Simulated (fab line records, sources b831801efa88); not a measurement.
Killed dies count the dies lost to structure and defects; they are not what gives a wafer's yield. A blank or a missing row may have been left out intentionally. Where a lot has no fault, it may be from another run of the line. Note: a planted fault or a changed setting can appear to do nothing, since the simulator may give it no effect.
2 desks looking at one fault ; flow sky130 ; each desk has only its own numbers; what lay behind them comes last

AT THE TOOL OWNER'S DESK: litho-track-02
The tool's own readings at SKY_METAL5_SOFTBAKE_10 (time 60 s): means of the sampled wafers that have a number, for each lot that ran on this tool. The brackets show how far a lot's mean lies from the usual mean; more than 4 standard deviations puts the lot out of limits, marked OUT.
Columns: A = heater-power-total-W at SKY_METAL5_SOFTBAKE_10, usual 56.59 W; B = run-length-s at SKY_METAL5_SOFTBAKE_10, usual 89.16 s
lot;first seen here;A;B
L100;day 43 12:31;56.59;89.10
L115;day 47 01:31;61.60 (+99 or more) OUT;75.36 (-81) OUT
L120;day 48 07:12;61.60 (+99 or more) OUT;75.28 (-82) OUT
This desk's verdict: out of limits on L115, L120, starting with L115 at day 47 01:31 (heater-power-total-W at SKY_METAL5_SOFTBAKE_10). Within limits: L100.

METROLOGY DESK
What the gauges read for every lot (on any tool): the sampled wafers with a number, averaged. The brackets show how far a lot's mean lies from the usual mean; more than 4 standard deviations puts the lot out of limits, marked OUT.
Columns: A = VIA4_W_THK at SKY_VIA4_THK_MEAS_20, usual 516 nm; B = METAL5_ALCU_RS at SKY_METAL5_RS_MEAS_05, usual 0.02712 ohm/sq; C = METAL5_ALCU_THK at SKY_METAL5_THK_MEAS_06, usual 1127 nm
lot;first seen here;A;B;C
L100;day 43 00:49;511;0.02689;1130
L106;day 44 11:59;527;0.02738;1115
L115;day 46 14:12;517;0.02739;1122
L119;day 47 17:14;510;0.02699;1117
L120;day 47 21:25;512;0.02740;1114
L122;day 48 12:01;509;0.02715;1127
This desk found nothing out of limits on any of the 6 lots.

ALL TOGETHER
On L115, L120, at day 47 01:31, an alarm was possible from the tool owner's desk.
At the metrology desk, nothing out of limits was observed.
The metrology desk has L115, L120 on record, within its limits.
SKY_METAL5_SOFTBAKE_10 was run on litho-track-02 by each of the lots named.

WHAT THE SIMULATOR PUT IN
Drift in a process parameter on litho-track-02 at SKY_METAL5_SOFTBAKE_10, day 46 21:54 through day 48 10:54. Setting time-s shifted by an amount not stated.
Shown lots that were struck: L115, L120.
How many hours passed from the start of the fault until each desk's first out-of-limits reading: the tool owner's desk, 4.
